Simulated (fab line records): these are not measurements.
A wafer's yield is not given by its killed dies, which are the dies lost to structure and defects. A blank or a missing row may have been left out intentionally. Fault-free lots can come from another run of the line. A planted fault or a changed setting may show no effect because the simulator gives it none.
Chamber matching :: flow gf180mcu :: GF_V4_ETCH_16 on rieDiel-03: 4 sister chambers
The step etches BARC in N2/H2. 4 wafers are shown with their chamber, then 7 later ones without.

## WAFERS WITH THEIR CHAMBER
wafer: L085.6
chamber: 3
throttleValvePct (%): 13.224

wafer: L089.6
chamber: 2
throttleValvePct (%): 13.217

wafer: L091.2
chamber: 0
throttleValvePct (%): 13.204

wafer: L091.4
chamber: 1
throttleValvePct (%): 13.224

## WAFERS WHOSE CHAMBER IS MISSING
wafer: L091.5
throttleValvePct (%): 13.236

wafer: L094.3
throttleValvePct (%): 13.214

wafer: L094.4
throttleValvePct (%): 13.222

wafer: L094.5
throttleValvePct (%): 13.239

wafer: L095.1
throttleValvePct (%): 13.226

wafer: L095.4
throttleValvePct (%): 13.221

wafer: L095.5
throttleValvePct (%): 13.221

## CHAMBER TAKEN BY EACH
wafer: L091.5
from the rows above: can't be placed: 1 or 3 or 2
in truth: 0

wafer: L094.3
from the rows above: can't be placed: 2 or 0 or 1 or 3
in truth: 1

wafer: L094.4
from the rows above: can't be placed: 1 or 3 or 2
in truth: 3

wafer: L094.5
from the rows above: can't be placed: 1 or 3 or 2
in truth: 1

wafer: L095.1
from the rows above: can't be placed: 1 or 3 or 2
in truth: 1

wafer: L095.4
from the rows above: can't be placed: 1 or 3 or 2 or 0
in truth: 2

wafer: L095.5
from the rows above: can't be placed: 1 or 3 or 2 or 0
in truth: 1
Placed correctly: 0 of 7. Not placeable from these rows: 7 (in 6, the candidates include the true chamber). Wrongly placed: 0.
How it was worked out, from the rows above alone: a wafer's distance from a chamber is the root of the sum, over the readings, of the square of ((its reading less the chamber's mean) divided by the reading's scatter). If the next closest chamber is less than 2 further off than the closest, the wafer can't be placed; otherwise it belongs to the closest. A chamber's mean is the mean of its shown wafers. The scatter (one wafer shown for each chamber): square how far every hidden wafer sits from the nearest shown wafer, average those squares and take the square root.
